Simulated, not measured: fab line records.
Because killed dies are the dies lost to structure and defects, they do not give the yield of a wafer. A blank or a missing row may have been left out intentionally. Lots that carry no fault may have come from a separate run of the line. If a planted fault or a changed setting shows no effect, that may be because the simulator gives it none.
The tool behind it: which one? | flow gf180mcu | 14 lots, 39 wafers sampled, at 3 steps of a route of 602

## WHAT THE GAUGES SHOWED, per wafer
GF_M1_CD_MEAS_14: the cd target is 230 nm.
lot  | measured     | on       | cdNm (nm)
L537 | day 17 00:32 | cdSem-01 | 230.2 228.2 228.5
L538 | day 17 12:25 | cdSem-01 | 230.7 231.5 229.5
L539 | day 17 16:16 | cdSem-02 | 228.7 229.3 230.0
L540 | day 18 05:33 | cdSem-02 | 228.5 230.8 230.1
L542 | day 18 21:33 | cdSem-01 | 230.8 230.5 229.9
L543 | day 19 13:10 | cdSem-02 | 230.7 229.8 231.6
L544 | day 19 16:25 | cdSem-02 | 231.1 232.6 231.1
L545 | day 20 04:27 | cdSem-01 | 229.6 230.4
L546 | day 20 10:17 | cdSem-02 | 227.7
L549 | day 21 18:28 | cdSem-01 | 229.8 230.0 231.9
L551 | day 22 18:59 | cdSem-01 | 228.9 228.4 228.3
L553 | day 23 05:28 | cdSem-02 | 232.1 233.6 233.4
L558 | day 24 15:05 | cdSem-02 | 228.8 228.1 229.4
L559 | day 24 17:40 | cdSem-02 | 228.3 228.4 227.9

GF_V1_THK_MEAS_25: measures by xrf.
lot  | measured     | on           | V1_W_THK (nm)
L537 | day 18 02:50 | filmMetro-02 | 366 365 361
L538 | day 18 14:07 | filmMetro-03 | 378 356 372
L539 | day 18 18:35 | filmMetro-01 | 381 366 377
L540 | day 19 07:34 | filmMetro-02 | 359 359 361
L542 | day 20 00:10 | filmMetro-03 | 379 374 376
L543 | day 20 15:48 | filmMetro-02 | 357 359 360
L544 | day 20 18:57 | filmMetro-02 | 369 369 366
L545 | day 21 06:28 | filmMetro-01 | 358 361
L546 | day 21 12:43 | filmMetro-03 | 363
L549 | day 22 20:28 | filmMetro-03 | 359 353 358
L551 | day 23 20:22 | filmMetro-02 | 364 368 365
L553 | day 24 05:57 | filmMetro-03 | 355 374 356
L558 | day 25 16:07 | filmMetro-02 | 358 374 359
L559 | day 25 17:59 | filmMetro-03 | 355 375 359

## WHICH TOOL RAN EACH LOT (tool, then ch and the chambers of the sampled wafers, then the start)
lot  | GF_V1_ETCH_17
L537 | rieDiel-04 ch 1,2, day 18 01:00
L538 | rieDiel-02 ch 0,2,3, day 18 13:00
L539 | rieDiel-04 ch 0,1,3, day 18 17:00
L540 | rieDiel-03 ch 1,2,3, day 19 06:00
L542 | rieDiel-02 ch 0,2,3, day 19 23:00
L543 | rieDiel-03 ch 1,2,3, day 20 14:00
L544 | rieDiel-04 ch 0,2,3, day 20 17:00
L545 | rieDiel-03 ch 0,3, day 21 05:00
L546 | rieDiel-03 ch 0, day 21 11:00
L549 | rieDiel-02 ch 0,1,2, day 22 19:00
L551 | rieDiel-02 ch 0,1,3, day 23 19:00
L553 | rieDiel-04 ch 0,1, day 24 04:00
L558 | rieDiel-02 ch 0,1,2, day 25 15:00
L559 | rieDiel-04 ch 0,2,3, day 25 16:00
- GF_V1_ETCH_17: etches SiO2 in C4F8/O2/Ar, stops on TiN, target depth 630 nm.

## AS READ BY THE TOOLS THEMSELVES (means over the sampled wafers that have a number; for cases with no such wafer, the mark the record gives instead)
GF_V1_ETCH_17.
lot  | tool       | biasW (W) | oesProductAu (a.u.) | rfFwdPowerW (W)
L537 | rieDiel-04 | 1201      | 0.855               | 1496
L538 | rieDiel-02 | 1202      | 0.854               | 1492
L539 | rieDiel-04 | 1199      | 0.856               | 1493
L540 | rieDiel-03 | 1200      | 0.857               | 1495
L542 | rieDiel-02 | 1199      | 0.855               | 1491
L543 | rieDiel-03 | 1202      | 0.858               | 1496
L544 | rieDiel-04 | 1201      | 0.856               | 1492
L545 | rieDiel-03 | 1199      | 0.850               | 1376
L546 | rieDiel-03 | 1197      | 0.847               | 1256
L549 | rieDiel-02 | 1200      | 0.858               | 1496
L551 | rieDiel-02 | 1199      | 0.854               | 1493
L553 | rieDiel-04 | 1197      | 0.851               | 1494
L558 | rieDiel-02 | 1198      | 0.853               | 1491
L559 | rieDiel-04 | 1199      | 0.855               | 1495

## THE ANSWER, worked out from the rows above alone
Rule: what is usual is taken from the lots themselves. The widest of any qualifying gaps counts: lots, ordered by their means at a reading, are off when they make up no more than a third of the lots, leave a main group of 4 or more, and stand apart from it by 3 or more times the standard deviation of that group's means. A main group whose means are all the same, to the digits that the tables above print for the reading, isn't used. A lot without any number at a reading at which 4 lots or more have one is off too. All remaining lots with rows at the step are treated as sound. Order of review: gauges by route order, followed by the tools' own readings, for which a lot's mean as printed above is used. The first step at which some lot is off is used, and at that step the reading that is off furthest; a lot without a number counts as furthest.
Off, at GF_V1_ETCH_17 on rfFwdPowerW: L545, L546. Mean 1494 W and standard deviation 1.8 in the main group.
A tool fits if, at that step or a process step before it, it ran every lot that is off, and no sound lot after the first of them. One fits: rieDiel-03 at GF_V1_ETCH_17. A fault onset in the window from L543 (day 20 14:00, its last sound lot) to L545 (day 21 05:00, its first lot off) fits.
On the lots that are off, the tool's own readings at GF_V1_ETCH_17 differ by more than 5 times the standard deviation of the sound lots' means, which bears it out; rfFwdPowerW reads 1316 W there versus 1494 W on the sound lots.

## WHAT HAD BEEN PUT IN BY THE SIMULATOR
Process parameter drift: rieDiel-03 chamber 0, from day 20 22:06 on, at GF_V1_ETCH_17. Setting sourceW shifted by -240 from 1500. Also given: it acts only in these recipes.
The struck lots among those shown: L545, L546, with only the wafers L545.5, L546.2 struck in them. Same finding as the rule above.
